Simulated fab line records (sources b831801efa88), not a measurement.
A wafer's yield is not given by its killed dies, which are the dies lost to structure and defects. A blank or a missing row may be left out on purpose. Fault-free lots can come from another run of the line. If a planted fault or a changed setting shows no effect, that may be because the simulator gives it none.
Comparing a struck lot with a sound one / flow sky130 / 15 out of 708 route steps
Sound: the wafers L716.2, L716.4, L716.5. Wafers L732.2, L732.4, L732.5 were the ones struck. At the end, the cause is stated.
At each step with rows: each side's tool, then ch and its chambers, then its first start. Under that, the readings that differ: sound wafers / struck wafers / difference of the means / sigmas: that difference in standard deviations of wafers without a fault.
alike: same words and numbers on both sides, and readings whose means sit less than 2 such deviations apart. not compared: any withheld reading, any reading some wafer has no value for, any bound like >300 that may hide the same value, and any number with overlapping values for which the record gives no deviation.
Wherever a step has rows on one side only, a row that says differs or no value, or a row with sigmas, the two part there. When numbers do not overlap yet have no deviation, they are printed without sigmas and do not part them. A reading that every wafer of one side lacks parts them only if that side has two wafers or more.

SKY_LDD_HVP_TW_MEAS_10:
  sound on film_metro-01 at day 23 11:51; struck on film_metro-03 at day 28 13:26
reading=LDD_HVP_TW; sound=455 451 457; struck=462 463 465; difference=+9; sigmas=+2
then, 7 steps without rows for these wafers: SKY_LDD_LDN_DEHYDRATE_00 (time 60 s); SKY_LDD_LDN_HMDS_01 (prime time 60 s); SKY_LDD_LDN_COAT_02 (resist thk 1140 nm); SKY_LDD_LDN_SOFTBAKE_03 (time 60 s); SKY_LDD_LDN_EXPOSE_04 (exposes mask LDNTM, target cd 700 nm); SKY_LDD_LDN_PEB_05; SKY_LDD_LDN_DEVELOP_06 (develop time 60 s).
SKY_LDD_LDN_OVL_MEAS_07:
  sound on overlay-02 at day 24 17:11; struck on overlay-01 at day 29 17:41
  alike: LDD_LDN_OVL
then, 3 steps without rows for these wafers: SKY_LDD_LDN_IMPLANT_08; SKY_LDD_LDN_IMPLANT_09; SKY_LDD_LDN_IMPLANT_10.
SKY_LDD_LDN_IMPLANT_11:
  sound on implanter-04 ch 0, day 24 17:42; struck on implanter-01 ch 0, day 29 18:11
reading=beam_energy_keV; sound=15.001 15.004 14.993; struck=19.105 19.105 19.106; difference=+4.106; sigmas=+99 or more
reading=model.implant.rp_nm (nm); sound=12.52 12.52 12.52; struck=15.58 15.58 15.58; difference=+3.06; sigmas=
reading=model.implant.drp_nm (nm); sound=5.933 5.933 5.933; struck=6.987 6.987 6.987; difference=+1.054; sigmas=
SKY_LDD_LDN_STRIP_12: strips in O2/N2.
  sound on plasma_asher-01 ch 1, day 24 17:49; struck on plasma_asher-02 ch 0,1, day 29 18:19
  alike: drypump_motor_current_A, o2_flow_sccm, oes_product_au, strip_time_to_endpoint_s
  not compared: rf_hours_counter_h
-- record jumps: 20 days separate the struck wafers' starts on either side; left off in module LDD_LDN, taken up again in module PAD_OPEN, whose first shown step is the route's number 708 --
SKY_PAD_OPEN_PROBE_99:
  sound on prober-02 at day 47 02:20; struck on prober-02 at day 50 06:16
reading=killed_at_other; sound=0 0 0; struck=1 2 1; difference=+1; sigmas=+2
reading=model.etest.tip_sonos.rs_ohm_sq; sound=2747 2770 2727; struck=2474 2502 2446; difference=-274; sigmas=
  alike: killed_at_M0_to_M3, killed_at_M4_up, killed_at_contacts, killed_at_front_end, killed_dies, killed_open, killed_short

WHERE THEY PART
Last at SKY_PAD_OPEN_PROBE_99 as far as this record goes, first at SKY_LDD_HVP_TW_MEAS_10.

WHY: what the simulator had put in
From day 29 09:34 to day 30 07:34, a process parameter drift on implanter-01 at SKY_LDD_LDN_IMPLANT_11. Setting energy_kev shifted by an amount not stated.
